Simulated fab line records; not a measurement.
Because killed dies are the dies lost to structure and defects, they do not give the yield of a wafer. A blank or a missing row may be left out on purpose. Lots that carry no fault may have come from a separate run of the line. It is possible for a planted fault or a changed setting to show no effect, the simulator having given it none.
The tool behind it: which one? -- flow sky130 -- 11 lots with 33 wafers sampled at 6 steps, on a route of 708 steps

WHAT EACH GAUGE READ, for each wafer
SKY_SD_N_RS_MEAS_16: a four-point-probe measurement.
lot,measured,on,SD_N_RS (ohm/sq)
L494,day 27 12:40,film metro-03,68.37 68.46 68.26
L495,day 27 14:49,film metro-02,68.55 68.62 68.66
L498,day 29 02:14,film metro-02,68.71 68.78 68.85
L501,day 30 10:38,film metro-01,68.61 68.59 68.65
L502,day 31 02:23,film metro-02,68.53 68.62 68.69
L506,day 32 19:01,film metro-03,65.83 66.14 65.97 65.91 65.98 66.06
L508,day 33 01:28,film metro-03,65.89 65.87 65.97 65.80 66.01 65.96
L510,day 33 06:52,film metro-01,68.76 68.76 68.72
L513,day 34 04:50,film metro-02,68.54 68.55 68.65
L512,day 34 07:30,film metro-01,68.72 68.77 68.53
L517,day 35 09:13,film metro-02,68.62 68.83 68.65

SKY_CONTACT_THK_MEAS_01.
lot,measured,on,CONTACT_CVD_00_THK (nm)
L494,day 30 00:02,film metro-03,73.9 73.7 75.4
L495,day 30 01:46,film metro-04,73.1 74.0 73.9
L498,day 31 13:15,film metro-04,75.2 74.4 75.2
L501,day 32 20:27,film metro-01,74.0 73.8 74.5
L502,day 33 10:49,film metro-03,74.6 74.2 74.9
L506,day 35 03:49,film metro-03,75.2 75.2 76.0
L508,day 35 09:26,film metro-04,74.9 74.9 76.3
L510,day 35 15:31,film metro-04,73.7 75.2 75.9
L513,day 36 12:05,film metro-04,74.1 75.7 74.7
L512,day 36 14:46,film metro-04,75.0 73.8 74.9
L517,day 37 16:22,film metro-01,74.7 76.2 75.5

EACH LOT AND THE TOOL THAT RAN IT (in order: tool; ch and the chambers of the sampled wafers; start)
lot,SKY_SD_N_IMPLANT_09,SKY_SD_N_STRIP_11,SKY_LI_CONTACT_CMP_02,SKY_LOCAL_INTERCONNECT_ETCH_13
L494,"implanter-01 ch 0, day 27 11:59","plasma asher-02 ch 0,1, day 27 12:17","cmp-01 ch 2,3, day 27 13:12","rie metal-02 ch 1, day 29 23:13"
L495,"implanter-04 ch 0, day 27 14:04","plasma asher-02 ch 0,1, day 27 14:22","cmp-01 ch 1,2, day 27 15:21","rie metal-04 ch 0,1, day 30 00:58"
L498,"implanter-03 ch 0, day 29 01:32","plasma asher-03 ch 0,1, day 29 01:49","cmp-02 ch 1,2,3, day 29 02:45","rie metal-02 ch 0,1, day 31 12:28"
L501,"implanter-03 ch 0, day 30 09:54","plasma asher-04 ch 0,1, day 30 10:10","cmp-02 ch 0,2,3, day 30 11:15","rie metal-04 ch 0,1, day 32 19:42"
L502,"implanter-01 ch 0, day 31 01:42","plasma asher-03 ch 0,1, day 31 01:59","cmp-01 ch 0,1,3, day 31 02:54","rie metal-04 ch 0,1, day 33 10:01"
L506,"implanter-01 ch 0, day 32 18:20","plasma asher-04 ch 0,1, day 32 18:38","cmp-01 ch 0,1,3, day 32 21:43","rie metal-03 ch 0,1, day 35 03:04"
L508,"implanter-01 ch 0, day 33 00:47","plasma asher-02 ch 0,1, day 33 01:04","cmp-01 ch 2,3, day 33 07:04","rie metal-02 ch 0,1, day 35 08:40"
L510,"implanter-04 ch 0, day 33 06:10","plasma asher-03 ch 0,1, day 33 06:28","cmp-02 ch 1,2,3, day 33 07:27","rie metal-02 ch 0, day 35 14:46"
L513,"implanter-03 ch 0, day 34 04:10","plasma asher-02 ch 0,1, day 34 04:27","cmp-01 ch 2,3, day 34 05:23","rie metal-04 ch 0,1, day 36 11:20"
L512,"implanter-03 ch 0, day 34 06:49","plasma asher-02 ch 0,1, day 34 07:07","cmp-01 ch 0,1,2, day 34 08:02","rie metal-04 ch 0,1, day 36 14:01"
L517,"implanter-03 ch 0, day 35 08:31","plasma asher-03 ch 0,1, day 35 08:49","cmp-01 ch 0,3, day 35 09:55","rie metal-04 ch 0,1, day 37 15:37"
- SKY_SD_N_IMPLANT_09
- SKY_SD_N_STRIP_11: strips in O2/N2.
- SKY_LI_CONTACT_CMP_02: polishes PSG.
- SKY_LOCAL_INTERCONNECT_ETCH_13: etches BARC in N2/H2, stops on SiO2, time 45.9 s, target depth 60 nm.

WHAT THE TOOLS THEMSELVES READ (means of the sampled wafers that have a number; where no wafer has one, the mark that the record gives instead)
SKY_SD_N_IMPLANT_09.
lot,tool,beam on s (s),dose ions cm2,end station pressure torr (Torr)
L494,implanter-01,20.6,4e+15,1.19e-05
L495,implanter-04,20.1,4e+15,1.22e-05
L498,implanter-03,21.6,4e+15,1.15e-05
L501,implanter-03,21.9,4e+15,1.13e-05
L502,implanter-01,20.3,4e+15,1.16e-05
L506,implanter-01,28.4,6e+15,1.09e-05
L508,implanter-01,28.0,6e+15,1.15e-05
L510,implanter-04,20.0,4e+15,1.18e-05
L513,implanter-03,21.4,4e+15,1.12e-05
L512,implanter-03,21.2,4e+15,1.13e-05
L517,implanter-03,22.0,4e+15,1.14e-05

SKY_SD_N_STRIP_11.
lot,tool,drypump motor current A (A),oes product au (a.u.),strip time to endpoint s (s)
L494,plasma asher-02,5.8,0.524,22.45
L495,plasma asher-02,5.8,0.527,22.59
L498,plasma asher-03,6.3,0.528,22.54
L501,plasma asher-04,6.1,0.531,22.48
L502,plasma asher-03,6.2,0.529,22.53
L506,plasma asher-04,6.2,0.516,23.42
L508,plasma asher-02,5.8,0.514,23.49
L510,plasma asher-03,6.0,0.530,22.49
L513,plasma asher-02,5.8,0.532,22.54
L512,plasma asher-02,5.7,0.525,22.52
L517,plasma asher-03,6.2,0.524,22.48

SKY_LI_CONTACT_CMP_02.
lot,tool,motor current A (A),time to endpoint s (s)
L494,cmp-01,12.7,32.8
L495,cmp-01,13.1,35.1
L498,cmp-02,11.1,28.4
L501,cmp-02,10.8,30.2
L502,cmp-01,11.6,35.6
L506,cmp-01,11.6,34.5
L508,cmp-01,12.5,29.9
L510,cmp-02,10.8,31.2
L513,cmp-01,12.6,34.4
L512,cmp-01,12.0,32.1
L517,cmp-01,10.8,33.1

SKY_LOCAL_INTERCONNECT_ETCH_13.
lot,tool,drypump motor current A (A),oes product au (a.u.),throttle valve pct (%)
L494,rie metal-02,6.0,0.851,13.228
L495,rie metal-04,5.9,0.852,13.223
L498,rie metal-02,6.0,0.850,13.220
L501,rie metal-04,5.4,0.854,13.234
L502,rie metal-04,5.4,0.854,13.226
L506,rie metal-03,5.2,0.851,13.222
L508,rie metal-02,5.9,0.858,13.225
L510,rie metal-02,5.9,0.854,13.221
L513,rie metal-04,5.4,0.854,13.225
L512,rie metal-04,5.9,0.851,13.228
L517,rie metal-04,5.9,0.857,13.217

THE ANSWER, worked out from the rows above alone
Rule: the lots themselves supply what counts as usual. Put in order of their means at a reading, lots are off if they are a third of the lots or fewer, leave a main group of 4 or more, and stand apart from it by a gap of 3 or more times the standard deviation of the main group's means; of several such gaps the widest counts. Not used: any main group whose means are identical at the precision the tables above print for the reading. Also off: a lot with no number at a reading for which 4 or more lots have one. Any other lot the step has rows for is counted as sound. After the gauges, taken in route order, come the tools' own readings; for these a lot's mean is taken, as printed above. The first step at which some lot is off is used, and at that step the reading that is off furthest; a lot without a number counts as furthest.
Off: L506, L508, at SKY_SD_N_RS_MEAS_16 (SD_N_RS). The main group has a mean of 68.63 ohm/sq with a standard deviation of 0.11.
A tool fits if, at a process step before that reading, it ran every lot that is off, and no sound lot after the first of them. Not tried: the gauges at SKY_SD_N_RS_MEAS_16; whatever is off there is also off at SKY_SD_N_IMPLANT_09, on other tools, and gauge error can't account for it. One fits: implanter-01 at SKY_SD_N_IMPLANT_09. Its last sound lot is L502 (day 31 01:42), its first lot that is off L506 (day 32 18:20): a fault that began between those two fits.
The tool's own readings at SKY_SD_N_IMPLANT_09 bear it out: on the lots that are off they differ by more than 5 times the standard deviation of the sound lots' means. beam on s reads 28.2 s there against 21.0 s on the sound lots; dose ions cm2 reads 6e+15 there against 4e+15 on the sound lots.

WHAT HAD BEEN PUT IN BY THE SIMULATOR
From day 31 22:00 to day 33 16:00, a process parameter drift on implanter-01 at SKY_SD_N_IMPLANT_09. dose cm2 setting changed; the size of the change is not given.
Struck lots among those shown: L506, L508. The rule above found the same.
